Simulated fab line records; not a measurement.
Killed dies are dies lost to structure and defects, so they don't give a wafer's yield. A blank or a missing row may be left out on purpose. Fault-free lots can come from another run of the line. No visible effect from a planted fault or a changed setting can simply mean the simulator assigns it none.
The same fault as seen by 2 desks ; flow gf180mcu ; every desk sees just its own numbers, and what lay behind them comes last

## AT THE METROLOGY DESK
Means of the sampled wafers that have a number, per lot and without regard to the tool the lot ran on: this is what the gauges read. Marked OUT: a lot whose mean sits more than 4 standard deviations from the usual mean, which makes it out of limits; the brackets give that distance.
Columns: A = STI_OXIDATION_01_THK at GF_STI_THK_MEAS_22, usual 15.0 nm; B = MVPSD_RS at GF_VT_IMPLANT_RS_MEAS_49, usual 1169 ohm/sq; C = cdNm at GF_HV_LDD_CD_MEAS_19, usual 400.2 nm
lot;first seen here;A;B;C
L177;day 2 03:05;15.2;1174;400.3
L178;day 2 08:08;14.9;1168;398.5
L179;day 2 14:29;14.3;1167;399.1
L180;day 2 19:40;14.7;1170;396.8
L182;day 3 05:20;15.0;1167;401.5
L183;day 3 14:20;14.8;1172;400.3
L184;day 3 14:40;15.1;1166;402.0
L186;day 4 02:25;14.4;1169;399.3
L187;day 4 07:32;15.3;1171;398.7
L188;day 4 12:32;15.2;1165;401.6
L192;day 5 08:30;15.1;1214 (+13) OUT;399.1
L193;day 5 13:08;15.1;1180;398.7
L195;day 6 00:35;14.6;1208 (+12) OUT;394.3
L200;day 7 02:10;15.2;1166;401.1
Finding of this desk: L192, L195 out of limits, first seen on L192 at day 11 17:43 (MVPSD_RS at GF_VT_IMPLANT_RS_MEAS_49). L177, L178, L179, L180, L182, L183, L184, L186, L187, L188, L193, L200 stayed within limits.

## FOR THE TOOL OWNER'S DESK: implanter-03
The tool's own readings at GF_MVPSD_IMPLANT_09: means of the sampled wafers that have a number, for each lot that ran on this tool. Marked OUT: a lot whose mean sits more than 4 standard deviations from the usual mean, which makes it out of limits; the brackets give that distance.
Columns: A = beamOnS at GF_MVPSD_IMPLANT_09, usual 10.01 s
lot;first seen here;A
L177;day 4 23:20;10.07
L183;day 6 16:08;9.99
L186;day 7 06:29;9.84
L187;day 7 11:22;10.09
L188;day 7 19:26;9.98
L192;day 8 18:03;10.04
L193;day 8 23:26;9.92
L195;day 9 13:23;10.27
Result from this desk: across the 8 lots, nothing is out of limits.

## PUT TOGETHER
The metrology desk could have raised an alarm at day 11 17:43, on L192, L195.
Nothing out of limits was seen by the tool owner's desk.
Tool owner's desk: L192, L195 on record, inside its limits.
GF_MVPSD_IMPLANT_09 was run on implanter-03 by each of the lots named.

## WHAT THE SIMULATOR PUT IN
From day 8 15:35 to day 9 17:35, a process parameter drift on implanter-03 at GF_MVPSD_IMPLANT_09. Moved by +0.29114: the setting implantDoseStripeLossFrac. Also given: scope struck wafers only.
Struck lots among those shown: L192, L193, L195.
Per desk, hours elapsed from the start of the fault to the first reading out of limits: for the metrology desk, 74.
